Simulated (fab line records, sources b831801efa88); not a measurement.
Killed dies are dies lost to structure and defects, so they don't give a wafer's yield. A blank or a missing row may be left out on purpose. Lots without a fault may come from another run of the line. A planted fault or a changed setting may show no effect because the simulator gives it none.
Chamber matching | flow sfq_line | SFQ_TRILAYER_A5B_CMP_CMP_130 on cmp-02: 4 sister chambers
The step polishes, stops on Nb, target thk 340.7 nm. 8 wafers are shown with their chamber, then 8 later ones without.

WAFERS WITH THEIR CHAMBER
wafer  | chamber | motor_current_A (A) | retaining_ring_pressure_frac
L244.3 | 1       | 10.8                | 1.010
L246.2 | 0       | 10.3                | 0.995
L246.4 | 1       | 10.7                | 1.001
L250.6 | 2       | 8.9                 | 1.004
L251.1 | 0       | 10.1                | 0.998
L251.2 | 3       | 10.4                | 1.007
L251.5 | 3       | 11.1                | 1.008
L253.3 | 2       | 9.6                 | 1.004

WAFERS WITHOUT THEIR CHAMBER
wafer  | motor_current_A (A) | retaining_ring_pressure_frac
L253.2 | 10.3                | 1.009
L253.4 | 10.8                | 1.004
L261.1 | 9.8                 | 1.005
L261.5 | 10.1                | 0.993
L261.6 | 11.4                | 0.999
L262.1 | 10.5                | 0.997
L262.4 | 9.5                 | 0.994
L262.5 | 10.3                | 1.001

WHICH CHAMBER EACH WENT THROUGH
wafer  | from the rows above               | in truth
L253.2 | can't be placed: 3 or 1 or 2      | 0
L253.4 | can't be placed: 1 or 3           | 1
L261.1 | can't be placed: 2 or 1 or 3 or 0 | 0
L261.5 | 0                                 | 0
L261.6 | can't be placed: 1 or 3 or 0      | 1
L262.1 | can't be placed: 0 or 1           | 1
L262.4 | can't be placed: 0 or 2           | 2
L262.5 | can't be placed: 0 or 1 or 3 or 2 | 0
Placed correctly: 1 of 8. Can't be placed from these rows: 7 (the true chamber is among the candidates in 6). Placed wrongly: 0.
How it was worked out, from the rows above alone: a wafer's distance from a chamber is the root of the sum, over the readings, of the square of ((its reading less the chamber's mean) divided by the reading's scatter). The wafer belongs to the nearest chamber; if the next one is less than 2 further off, it can't be placed. A chamber's mean is the mean of its shown wafers. The scatter: the root of (the sum of the squares of (reading less its chamber's mean) over the shown wafers, divided by (wafers less chambers)).
